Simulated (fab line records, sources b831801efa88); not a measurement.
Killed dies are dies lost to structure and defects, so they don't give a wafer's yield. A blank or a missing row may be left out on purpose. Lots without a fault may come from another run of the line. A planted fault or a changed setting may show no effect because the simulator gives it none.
One fault seen from 2 desks | flow sfq_line | each desk has only its own numbers; what lay behind them comes last

THE TOOL OWNER'S DESK: pvd_sputter-05
The tool's own readings at SFQ_TRILAYER_M2_DEP_SPUTTER_055 (material Nb, target thk 200 nm, time 133.3 s): means of the sampled wafers that have a number, for each lot that ran on this tool. A lot is out of limits, marked OUT, if its mean lies more than 4 standard deviations from the usual mean; the brackets give that distance.
Columns: A = throttle_valve_pct at SFQ_TRILAYER_M2_DEP_SPUTTER_055, usual 30.5 %
lot  | first seen here | A
L533 | day 23 09:47    | 29.5
L536 | day 24 12:08    | 30.4
L537 | day 24 20:38    | 30.4
L541 | day 25 12:43    | 29.7
L544 | day 25 22:20    | 29.6
L547 | day 26 04:20    | 28.8
This desk's finding: nothing out of limits on any of the 6 lots.

THE METROLOGY DESK
What the gauges read, lot by lot, whatever tool the lot ran on: means of the sampled wafers that have a number. A lot is out of limits, marked OUT, if its mean lies more than 4 standard deviations from the usual mean; the brackets give that distance.
Columns: A = M2_NB_RS at SFQ_M2_RS_MEAS_914, usual 0.898 ohm/sq
lot  | first seen here | A
L532 | day 23 07:31    | 0.913
L533 | day 23 09:55    | 0.887
L534 | day 23 13:31    | 0.882
L535 | day 24 01:29    | 0.910
L536 | day 24 12:14    | 0.901
L537 | day 24 20:47    | 0.890
L538 | day 25 00:22    | 0.886
L541 | day 25 12:48    | 0.988 (+10) OUT
L544 | day 25 22:26    | 0.992 (+11) OUT
L547 | day 26 04:29    | 1.028 (+15) OUT
L548 | day 26 05:37    | 0.899
L549 | day 26 06:48    | 0.903
L551 | day 26 09:13    | 0.889
L552 | day 26 10:26    | 0.891
L554 | day 26 12:49    | 0.900
This desk's finding: out of limits on L541, L544, L547; first on L541, day 25 12:48 (M2_NB_RS at SFQ_M2_RS_MEAS_914). In limits: L532, L533, L534, L535, L536, L537, L538, L548, L549, L551, L552, L554.

PUT TOGETHER
The metrology desk could have raised an alarm at day 25 12:48, on L541, L544, L547.
The tool owner's desk saw nothing out of limits.
The tool owner's desk has L541, L544, L547 on record, within its limits.
Of the lots named, all ran SFQ_TRILAYER_M2_DEP_SPUTTER_055 on pvd_sputter-05.

WHAT THE SIMULATOR HAD PUT IN
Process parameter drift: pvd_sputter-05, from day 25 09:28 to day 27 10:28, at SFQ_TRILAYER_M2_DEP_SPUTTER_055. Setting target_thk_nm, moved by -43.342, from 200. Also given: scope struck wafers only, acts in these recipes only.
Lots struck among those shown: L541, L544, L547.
Hours from the fault's start to each desk's first reading out of limits: the metrology desk, 3.
